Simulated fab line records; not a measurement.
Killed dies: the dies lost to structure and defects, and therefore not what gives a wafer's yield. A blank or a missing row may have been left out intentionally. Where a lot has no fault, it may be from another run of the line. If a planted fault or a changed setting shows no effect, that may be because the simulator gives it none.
The same fault as seen by 2 desks	flow sky130	what lay behind the numbers comes last; until then each desk has only its own

AT THE METROLOGY DESK
Lot by lot, what the gauges showed, no matter which tool ran the lot: averages of those sampled wafers that carry a number. If a lot's mean is further than 4 standard deviations from the usual mean, the lot is out of limits and carries the mark OUT (the distance appears in the brackets).
Columns: A = cd-nm at SKY_FIELD_ISO_CD_MEAS_13, usual 149.8 nm; B = NWELL_2_TW at SKY_NWELL_TW_MEAS_26, usual 492
lot	first seen here	A	B
L604	day 3 08:01	150.4	488
L605	day 3 11:50	149.3	550 (+15) OUT
L606	day 3 16:56	148.4	486
L608	day 4 02:44	150.5	555 (+16) OUT
L610	day 4 14:39	151.1	558 (+17) OUT
L612	day 4 23:08	149.8	494
L615	day 5 19:44	148.3	487
L616	day 5 23:01	149.9	488
L619	day 6 12:36	148.4	497
L620	day 6 19:00	151.6	497
L621	day 7 02:19	152.4	492
L622	day 7 05:59	149.2	497
Finding of this desk: L605, L608, L610 out of limits, first seen on L605 at day 6 20:50 (NWELL_2_TW at SKY_NWELL_TW_MEAS_26). Within limits: L604, L606, L612, L615, L616, L619, L620, L621, L622.

DESK OF THE TOOL OWNER: implanter-03
The tool's own readings at SKY_NWELL_IMPLANT_24, given as means over the sampled wafers that have a number, one for each lot that went through this tool. If a lot's mean is further than 4 standard deviations from the usual mean, the lot is out of limits and carries the mark OUT (the distance appears in the brackets).
Columns: A = dose-ions-cm2 at SKY_NWELL_IMPLANT_24, usual 9.198e+12; B = faraday-current-uA at SKY_NWELL_IMPLANT_24, usual 51.9
lot	first seen here	A	B
L604	day 6 15:43	9.202e+12	51.2
L605	day 6 20:35	1.348e+13 (+99 or more) OUT	78.6 (+24) OUT
L608	day 7 14:28	1.347e+13 (+99 or more) OUT	76.1 (+22) OUT
L610	day 8 02:51	1.347e+13 (+99 or more) OUT	76.1 (+22) OUT
L619	day 10 10:59	9.187e+12	51.4
L620	day 10 18:48	9.201e+12	52.2
Finding of this desk: L605, L608, L610 out of limits; the first was L605 at day 6 20:35, on dose-ions-cm2 at SKY_NWELL_IMPLANT_24. Within limits: L604, L619, L620.

ALL TOGETHER
The tool owner's desk had the chance to raise an alarm at day 6 20:35 on L605, L608, L610.
The metrology desk could have raised an alarm at day 6 20:50, on L605, L608, L610.
The lots listed all ran SKY_NWELL_IMPLANT_24 on implanter-03.

WHAT THE SIMULATOR PUT IN
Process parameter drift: implanter-03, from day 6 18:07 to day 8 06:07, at SKY_NWELL_IMPLANT_24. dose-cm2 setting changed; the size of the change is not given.
Lots struck among those shown: L605, L608, L610.
Delay (hours) between the fault's onset and each desk's first out-of-limits reading: 2 at the tool owner's desk, 3 at the metrology desk.
